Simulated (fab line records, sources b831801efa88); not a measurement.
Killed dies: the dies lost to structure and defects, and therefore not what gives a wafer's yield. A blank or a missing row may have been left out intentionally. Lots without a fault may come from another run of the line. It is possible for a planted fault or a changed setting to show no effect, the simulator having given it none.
Struck lot and sound lot, side by side | flow gf180mcu | 26 out of 602 route steps
Sound: wafers L324.1, L324.2, L324.6. The struck wafers were L333.3, L333.4, L333.6. The cause is given at the end.
At each step with rows: each side's tool, then ch and its chambers, then its first start. Under that, the readings that differ: sound wafers | struck wafers | difference of the means | sigmas: that difference in standard deviations of wafers without a fault.
alike: words and numbers the same on both sides, and readings whose means are apart by under 2 such deviations; not compared: readings that were withheld, readings missing a value for some wafer, numbers with overlapping values and no deviation given by the record, and bounds like >300 which may hide the same value.
Wherever a step has rows on one side only, a row that says differs or no value, or a row with sigmas, the two part there. Non-overlapping numbers with no deviation appear without sigmas and do not part them. A reading missing from all wafers of one side parts the sides only when that side holds two or more wafers.

GF_MVSD_STRIP_10: strips in O2/N2.
  sound on plasmaAsher-03 ch 0,1, day 5 14:48; struck on plasmaAsher-04 ch 0,1, day 7 23:49
  alike: chamberPressureMTorr, drypumpMotorCurrentA, heaterPowerW, o2FlowSccm, oesProductAu, stripTimeToEndpointS
  not compared: rfHoursCounterH
GF_MVSD_TW_MEAS_11:
  sound: filmMetro-02 at day 5 14:54; struck: filmMetro-04 at day 7 23:54
  alike: MVSD_TW
then, 7 steps without rows for these wafers: GF_MVPSD_DEHYDRATE_00 (time 60 s); GF_MVPSD_HMDS_01 (prime time 60 s); GF_MVPSD_COAT_02 (resist thk 3000 nm); GF_MVPSD_SOFTBAKE_03; GF_MVPSD_EXPOSE_04 (exposes mask MVPSD, target cd 1000 nm); GF_MVPSD_PEB_05; GF_MVPSD_DEVELOP_06 (develop time 60 s).
GF_MVPSD_OVL_MEAS_07:
  sound: overlay-01 at day 6 05:55; struck: overlay-01 at day 8 16:28
  alike: MVPSD_OVL
then, 2 steps without rows for these wafers: GF_MVPSD_IMPLANT_08; GF_MVPSD_IMPLANT_09.
GF_MVPSD_STRIP_10: strips in O2/N2.
  sound on plasmaAsher-02 ch 0,1, day 6 06:16; struck on plasmaAsher-04 ch 0,1, day 8 16:50
  no value came back on the struck wafers for any of 6 readings (chamberPressureMTorr (mTorr), drypumpMotorCurrentA (A) and others); on the sound wafers chamberPressureMTorr (mTorr) reads 1501.6 1496.1 1500.1
reading                                | sound | struck         | difference | sigmas
model.coat_of_MVPSD_COAT_02.thkNm (nm) | 0 0 0 | 3001 3006 2997 | +3001      | 
  not compared: rfHoursCounterH
GF_MVPSD_TW_MEAS_11:
  sound: filmMetro-02 at day 6 06:22; struck: filmMetro-02 at day 8 16:55
  alike: MVPSD_TW
then, 7 steps without rows for these wafers: GF_VT_IMPLANT_DEHYDRATE_00 (time 60 s); GF_VT_IMPLANT_HMDS_01 (prime time 60 s); GF_VT_IMPLANT_COAT_02 (resist thk 1000 nm); GF_VT_IMPLANT_SOFTBAKE_03 (time 60 s); GF_VT_IMPLANT_EXPOSE_04 (exposes mask LVPWELL LV AREA, target cd 600 nm); GF_VT_IMPLANT_PEB_05; GF_VT_IMPLANT_DEVELOP_06 (develop time 60 s).
GF_VT_IMPLANT_OVL_MEAS_07:
  sound: overlay-01 at day 6 21:10; struck: overlay-02 at day 9 09:01
  alike: VT_IMPLANT_OVL
then, 1 step without rows for these wafers: GF_VT_IMPLANT_IMPLANT_08.
GF_VT_IMPLANT_STRIP_09: strips in O2/N2.
  sound on plasmaAsher-01 ch 0,1, day 6 21:20; struck on plasmaAsher-01 ch 0,1, day 9 09:13
reading                  | sound             | struck            | difference | sigmas
stripTimeToEndpointS (s) | 12.67 12.69 12.70 | 57.16 57.23 57.11 | +44.48     | +99 or more
  alike: chamberPressureMTorr, drypumpMotorCurrentA, heaterPowerW, o2FlowSccm, oesProductAu
  not compared: rfHoursCounterH
GF_VT_IMPLANT_TW_MEAS_10:
  sound: filmMetro-03 at day 6 21:26; struck: filmMetro-04 at day 9 09:32
reading       | sound             | struck         | difference | sigmas
VT_IMPLANT_TW | 566.7 561.4 566.5 | 30.2 30.1 30.1 | -534.7     | -99 or more
  not compared: hold
GF_PASSIVATION_PROBE_99:
  sound wafers here have rows in the record (prober-01, day 30 15:28); struck ones have none

## WHERE THEY PART
First at GF_MVPSD_STRIP_10; last, within this record, at GF_PASSIVATION_PROBE_99.

WHY: whatever the simulator had introduced
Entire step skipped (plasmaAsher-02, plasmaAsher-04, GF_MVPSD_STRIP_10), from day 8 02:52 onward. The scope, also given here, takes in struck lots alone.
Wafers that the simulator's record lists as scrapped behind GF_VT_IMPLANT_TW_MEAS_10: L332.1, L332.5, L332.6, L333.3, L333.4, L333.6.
